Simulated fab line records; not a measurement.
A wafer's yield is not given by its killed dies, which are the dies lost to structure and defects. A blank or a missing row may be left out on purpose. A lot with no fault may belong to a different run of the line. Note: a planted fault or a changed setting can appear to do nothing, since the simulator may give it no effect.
Struck lot and sound lot, side by side + flow gf180mcu + 13 out of 602 route steps
Sound: these wafers, L849.1, L849.4, L849.5. Wafers struck: L859.1, L859.3, L859.5. Last of all comes the cause.
Each step with rows lists, per side, the tool, then ch with its chambers, then its first start. Under that, the readings that differ: sound wafers + struck wafers + difference of the means + sigmas: that difference in standard deviations of wafers without a fault.
alike: words and numbers the same on both sides, and readings whose means are apart by under 2 such deviations; not compared: readings that were withheld, readings missing a value for some wafer, numbers with overlapping values and no deviation given by the record, and bounds like >300 which may hide the same value.
A row with sigmas, a row that says differs or no value, or rows on one side alone: a step with any of these is where the two part. Numbers that have no deviation but don't overlap get no sigmas and don't part them. A reading missing from all wafers of one side parts the sides only when that side holds two or more wafers.

GF_V2_CD_MEAS_14 targets a cd of 260 nm.
  sound: cd_sem-01 at day 22 05:14; struck: cd_sem-01 at day 26 02:59
  alike: cd_nm
GF_V2_OVL_MEAS_15:
  sound: overlay-01 at day 22 05:21; struck: overlay-02 at day 26 03:07
  alike: V2_OVL
then, 1 step without rows for these wafers: GF_V2_ETCH_16 (etches BARC in N2/H2).
GF_V2_ETCH_17: etches SiO2 in C4F8/O2/Ar, stops on TiN, target depth 630 nm.
  sound on rie_diel-01 ch 0,1; struck on rie_diel-02 ch 0,1,2
  alike: bias_w, chamber_pressure_mTorr, oes_product_au
GF_V2_STRIP_18: strips in O2/N2.
  sound on plasma_asher-04 ch 1, day 22 05:31; struck on plasma_asher-04 ch 0,1, day 26 03:17
  alike: chamber_pressure_mTorr, drypump_motor_current_A, heater_power_w, oes_product_au
  not compared: rf_hours_counter_h
then, 2 steps without rows for these wafers: GF_V2_STRIP_19 (strips in post etch residue remover, time 1200 s); GF_V2_CLEAN_20 (cleans in DIW).
GF_V2_SPUTTER_21: material Ti, target thk 15 nm, time 80.02 s.
  sound: pvd_sputter-01 at day 22 06:03; struck: pvd_sputter-01 at day 26 03:49
  alike: throttle_valve_pct
GF_V2_SPUTTER_22: material TiN, target thk 10 nm, time 40 s.
  sound: pvd_sputter-01 at day 22 06:07; struck: pvd_sputter-01 at day 26 03:52
  alike: throttle_valve_pct
GF_V2_CVD_23: deposits W, target thk 350 nm, time 104.94 s.
  sound on cvd_w-01 ch 0,1, day 22 06:09; struck on cvd_w-02 ch 0,1, day 26 03:55
  alike: heater_power_outer_w, heater_power_w
GF_V2_RS_MEAS_24: measures by four-point-probe.
  sound: film_metro-03 at day 22 06:16; struck: film_metro-02 at day 26 04:01
  alike: V2_W_RS
GF_V2_THK_MEAS_25: measures by xrf.
  sound: film_metro-03 at day 22 06:23; struck: film_metro-02 at day 26 04:08
  alike: V2_W_THK
GF_V2_CMP_26: polishes, stops on SiO2, t overpolish 15 s, target thk 0 nm.
  sound on cmp-01 ch 0,3, day 22 06:26; struck on cmp-01 ch 2,3, day 26 04:12
  no value came back on the struck wafers for any of 5 readings (edge_zone_pressure_frac, head_pressure_psi (psi) and others); on the sound wafers edge_zone_pressure_frac reads 1.007 1.001 0.995
| reading                             | sound           | struck            | difference | sigmas |
|-------------------------------------|-----------------|-------------------|------------|--------|
| model.W_of_V2_CVD_23.thk_nm (nm)    | 0 0 0           | 343.4 350.9 344.8 | +346.4     |        |
| model.SiO2_of_V2_CVD_02.thk_nm (nm) | 630 631.1 629.5 | 632.4 633.2 633.3 | +2.8       |        |

WHERE THEY PART
GF_V2_CMP_26 only, going by this record.

WHY: whatever the simulator had introduced
At GF_V2_CMP_26, the step was skipped entirely on cmp-01 from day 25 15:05 on. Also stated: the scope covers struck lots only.
